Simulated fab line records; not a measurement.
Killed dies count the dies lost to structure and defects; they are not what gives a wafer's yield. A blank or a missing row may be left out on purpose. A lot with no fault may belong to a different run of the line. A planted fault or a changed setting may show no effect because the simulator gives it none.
What tool caused it? + flow sky130 + 11 lots with 33 wafers sampled at 5 steps, on a route of 708 steps

== WHAT EACH GAUGE READ, for each wafer ==
SKY_VT_ADJUST_LVTN_TW_MEAS_21. Usual: for VT_ADJUST_LVTN_2_TW the level is 188.4 and the standard deviation is 2.
| lot  | measured     | on            | VT_ADJUST_LVTN_2_TW | flag |
|------|--------------|---------------|---------------------|------|
| L647 | day 7 16:58  | film-metro-04 | 191.0 191.0 191.0   |      |
| L648 | day 8 01:22  | film-metro-04 | 189.9 189.1 189.1   |      |
| L649 | day 8 10:02  | film-metro-04 | 189.0 189.1 188.9   |      |
| L651 | day 8 18:59  | film-metro-01 | 185.4 184.9 185.2   |      |
| L652 | day 8 22:23  | film-metro-01 | 184.6 185.5 185.1   |      |
| L653 | day 9 06:17  | film-metro-03 | 189.5 188.0 187.5   |      |
| L654 | day 9 12:43  | film-metro-03 | 187.0 187.1 187.1   |      |
| L657 | day 10 10:22 | film-metro-01 | 186.4 185.4 184.7   |      |
| L658 | day 10 18:58 | film-metro-04 | 191.0 191.2 191.9   |      |
| L662 | day 11 18:32 | film-metro-04 | 189.5 190.2 190.2   |      |
| L666 | day 12 22:14 | film-metro-04 | 190.2 191.5 189.9   |      |

SKY_GATE_OXIDE_THK_MEAS_02. Usual: for GATE_OXIDE_OXIDATION_00_THK the level is 10.30 nm and the standard deviation is 0.17.
| lot  | measured     | on            | GATE_OXIDE_OXIDATION_00_THK (nm) | flag |
|------|--------------|---------------|----------------------------------|------|
| L647 | day 12 10:43 | film-metro-01 | 10.22 9.91 10.00                 |      |
| L648 | day 12 22:15 | film-metro-02 | 10.29 10.50 10.34                |      |
| L649 | day 13 06:58 | film-metro-02 | 10.38 10.30 10.42                |      |
| L651 | day 14 00:13 | film-metro-01 | 10.31 10.45 10.40                |      |
| L652 | day 13 22:31 | film-metro-02 | 10.44 10.49 10.64                |      |
| L653 | day 14 15:16 | film-metro-04 | 10.45 10.39 10.41                |      |
| L654 | day 15 01:29 | film-metro-04 | 10.26 10.14 10.27                |      |
| L657 | day 15 21:51 | film-metro-01 | 10.22 10.17 10.24                |      |
| L658 | day 16 09:24 | film-metro-02 | 10.48 10.27 10.17                |      |
| L662 | day 17 14:11 | film-metro-01 | 7.92 7.77 7.86 7.90 7.84 7.86    | OFF  |
| L666 | day 18 22:34 | film-metro-01 | 7.62 7.81 7.50 7.67 7.84 7.57    | OFF  |

SKY_RES_PROTECT_TW_MEAS_08. Usual: for POLY_GATE_TW the level is 4036 and the standard deviation is 64.
| lot  | measured     | on            | POLY_GATE_TW   | flag |
|------|--------------|---------------|----------------|------|
| L647 | day 14 16:53 | film-metro-03 | 4074 4077 4078 |      |
| L648 | day 15 05:47 | film-metro-03 | 4028 3999 4029 |      |
| L649 | day 15 16:29 | film-metro-01 | 3985 3977 3975 |      |
| L651 | day 16 12:08 | film-metro-04 | 4141 4120 4140 |      |
| L652 | day 16 08:08 | film-metro-03 | 4014 4025 4040 |      |
| L653 | day 17 01:51 | film-metro-03 | 4000 4027 4050 |      |
| L654 | day 17 13:05 | film-metro-04 | 4134 4133 4105 |      |
| L657 | day 18 11:41 | film-metro-03 | 4045 4058 4065 |      |
| L658 | day 19 00:20 | film-metro-01 | 4014 3983 3963 |      |
| L662 | day 20 05:41 | film-metro-01 | 3939 3940 3979 |      |
| L666 | day 21 14:35 | film-metro-04 | 4089 4089 4112 |      |

== TOOL THAT RAN EACH LOT (tool first, then ch and the chambers of the sampled wafers, then the start) ==
| lot  | SKY_VT_ADJUST_HVTP_STRIP_10          | SKY_GATE_OXIDE_OXIDATION_01   |
|------|--------------------------------------|-------------------------------|
| L647 | plasma-asher-04 ch 0,1, day 6 02:16  | furnace-01 ch 0, day 12 09:18 |
| L648 | plasma-asher-02 ch 1, day 6 09:59    | furnace-01 ch 0, day 12 20:50 |
| L649 | plasma-asher-03 ch 0,1, day 6 18:41  | furnace-01 ch 0, day 13 05:32 |
| L651 | plasma-asher-03 ch 0,1, day 7 03:34  | furnace-02 ch 0, day 13 22:47 |
| L652 | plasma-asher-03 ch 0, day 7 06:51    | furnace-01 ch 0, day 13 21:05 |
| L653 | plasma-asher-04 ch 0,1, day 7 14:33  | furnace-01 ch 0, day 14 13:50 |
| L654 | plasma-asher-02 ch 0,1, day 7 21:02  | furnace-01 ch 0, day 15 00:05 |
| L657 | plasma-asher-04 ch 1, day 8 16:17    | furnace-02 ch 0, day 15 20:27 |
| L658 | plasma-asher-04 ch 0, day 8 23:51    | furnace-02 ch 0, day 16 07:59 |
| L662 | plasma-asher-03 ch 1, day 9 22:04    | furnace-01 ch 0, day 17 12:46 |
| L666 | plasma-asher-02 ch 0,1, day 10 21:31 | furnace-01 ch 0, day 18 21:09 |
- SKY_VT_ADJUST_HVTP_STRIP_10: strips in O2/N2.
- SKY_GATE_OXIDE_OXIDATION_01: stabilise 600 s, purge 300 s, target thk 10.268 nm.

== AS READ BY THE TOOLS THEMSELVES (means over the sampled wafers that have a number; for cases with no such wafer, the mark the record gives instead) ==
SKY_VT_ADJUST_HVTP_STRIP_10. Usual: drypump-motor-current-A 5.5 A, standard deviation 0.31; oes-product-au 0.716 a.u., standard deviation 0.0041; strip-time-to-endpoint-s 14.20 s, standard deviation 0.037.
| lot  | tool            | drypump-motor-current-A (A) | oes-product-au (a.u.) | strip-time-to-endpoint-s (s) | flag |
|------|-----------------|-----------------------------|-----------------------|------------------------------|------|
| L647 | plasma-asher-04 | 5.1                         | 0.717                 | 14.17                        |      |
| L648 | plasma-asher-02 | 5.6                         | 0.711                 | 14.21                        |      |
| L649 | plasma-asher-03 | 5.8                         | 0.716                 | 14.17                        |      |
| L651 | plasma-asher-03 | 5.6                         | 0.715                 | 14.23                        |      |
| L652 | plasma-asher-03 | 5.5                         | 0.714                 | 14.24                        |      |
| L653 | plasma-asher-04 | 5.1                         | 0.718                 | 14.13                        |      |
| L654 | plasma-asher-02 | 5.7                         | 0.713                 | 14.20                        |      |
| L657 | plasma-asher-04 | 4.9                         | 0.715                 | 14.23                        |      |
| L658 | plasma-asher-04 | 5.4                         | 0.716                 | 14.24                        |      |
| L662 | plasma-asher-03 | 5.9                         | 0.716                 | 14.24                        |      |
| L666 | plasma-asher-02 | 5.7                         | 0.712                 | 14.24                        |      |

SKY_GATE_OXIDE_OXIDATION_01. Usual: spike-tc-bottom-C 916.2 C, standard deviation 2.7; spike-tc-centre-C 900.2 C, standard deviation 0.99; spike-tc-lower-C 900.7 C, standard deviation 1.1; spike-tc-top-C 909.0 C, standard deviation 2.5; spike-tc-upper-C 898.8 C, standard deviation 1.1; tube-center-temp-C 900.01 C, standard deviation 0.079; tube_center_temp_C_max 902.3, standard deviation 0.37; zone-power-bottom-pct 27.9 %, standard deviation 0.5; zone-power-upper-pct 15.5 %, standard deviation 0.94.
| lot  | tool       | spike-tc-bottom-C (C) | spike-tc-centre-C (C) | spike-tc-lower-C (C) | spike-tc-top-C (C) | spike-tc-upper-C (C) | tube-center-temp-C (C) | tube_center_temp_C_max | zone-power-bottom-pct (%) | zone-power-upper-pct (%) | flag |
|------|------------|-----------------------|-----------------------|----------------------|--------------------|----------------------|------------------------|------------------------|---------------------------|--------------------------|------|
| L647 | furnace-01 | 914.7                 | 900.7                 | 901.3                | 909.5              | 899.3                | 900.04                 | 902.4                  | 27.3                      | 14.8                     |      |
| L648 | furnace-01 | 914.6                 | 900.7                 | 900.4                | 910.4              | 899.9                | 899.98                 | 902.3                  | 27.9                      | 14.7                     |      |
| L649 | furnace-01 | 912.6                 | 900.9                 | 901.7                | 910.4              | 899.0                | 900.05                 | 902.5                  | 27.7                      | 14.8                     |      |
| L651 | furnace-02 | 919.5                 | 899.2                 | 900.2                | 906.7              | 897.6                | 900.02                 | 902.7                  | 28.4                      | 16.7                     |      |
| L652 | furnace-01 | 915.1                 | 900.8                 | 901.9                | 911.6              | 898.8                | 900.11                 | 902.7                  | 27.8                      | 14.7                     |      |
| L653 | furnace-01 | 914.5                 | 900.8                 | 900.4                | 910.1              | 899.6                | 899.96                 | 902.0                  | 27.8                      | 14.9                     |      |
| L654 | furnace-01 | 914.7                 | 900.8                 | 900.7                | 911.9              | 898.9                | 900.04                 | 902.3                  | 27.8                      | 14.8                     |      |
| L657 | furnace-02 | 919.3                 | 899.9                 | 899.9                | 905.6              | 897.2                | 900.09                 | 902.3                  | 28.5                      | 16.6                     |      |
| L658 | furnace-02 | 918.9                 | 901.7                 | 899.1                | 906.4              | 897.4                | 900.04                 | 902.4                  | 28.6                      | 16.7                     |      |
| L662 | furnace-01 | 889.4                 | 875.1                 | 876.3                | 886.8              | 873.6                | 875.08                 | 877.5                  | 26.0                      | 14.0                     | OFF  |
| L666 | furnace-01 | 889.9                 | 876.1                 | 876.7                | 886.5              | 874.1                | 875.13                 | 877.6                  | 26.1                      | 13.8                     | OFF  |

== THE ANSWER, worked out from the rows above alone ==
Rule: a lot counts as off when the mean over its wafers that have a number is more than 3 standard deviations away from the usual mean. A lot without any number at a reading at which 4 lots or more have one is off too. Where the step has rows for the other lots, those lots are counted as sound. First the gauges in route order, then the tools' own readings, where a lot's mean is used as printed above. At the first step where some lot is off, the reading lying furthest off is the one used; lots without a number count as furthest.
Off: at SKY_GATE_OXIDE_THK_MEAS_02 (GATE_OXIDE_OXIDATION_00_THK), L662, L666.
If a tool, at a process step before that reading, ran all the lots that are off and no sound lot after the first of them, it fits. The gauges at SKY_GATE_OXIDE_THK_MEAS_02 aren't tried: what is off there is off at SKY_GATE_OXIDE_OXIDATION_01 too, on other tools, and a gauge's error can't cause that. One candidate fits, namely furnace-01 at SKY_GATE_OXIDE_OXIDATION_01. Its last sound lot is L654 (day 15 00:05), its first lot that is off L662 (day 17 12:46): a fault that began between those two fits.
The tool's own readings at SKY_GATE_OXIDE_OXIDATION_01 bear it out: on the lots that are off they differ by more than 5 times the standard deviation of the sound lots' means. spike-tc-bottom-C reads 889.6 C there against 916.0 C on the sound lots; spike-tc-centre-C reads 875.6 C there against 900.6 C on the sound lots; spike-tc-lower-C reads 876.5 C there against 900.6 C on the sound lots; spike-tc-top-C reads 886.6 C there against 909.2 C on the sound lots; spike-tc-upper-C reads 873.9 C there against 898.6 C on the sound lots; tube-center-temp-C reads 875.11 C there against 900.04 C on the sound lots; tube_center_temp_C_max reads 877.5 there against 902.4 on the sound lots.

== WHAT HAD BEEN PUT IN BY THE SIMULATOR ==
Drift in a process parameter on furnace-01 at SKY_GATE_OXIDE_OXIDATION_01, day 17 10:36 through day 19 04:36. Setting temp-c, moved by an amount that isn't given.
Shown lots that were struck: L662, L666. The rule above found the same.
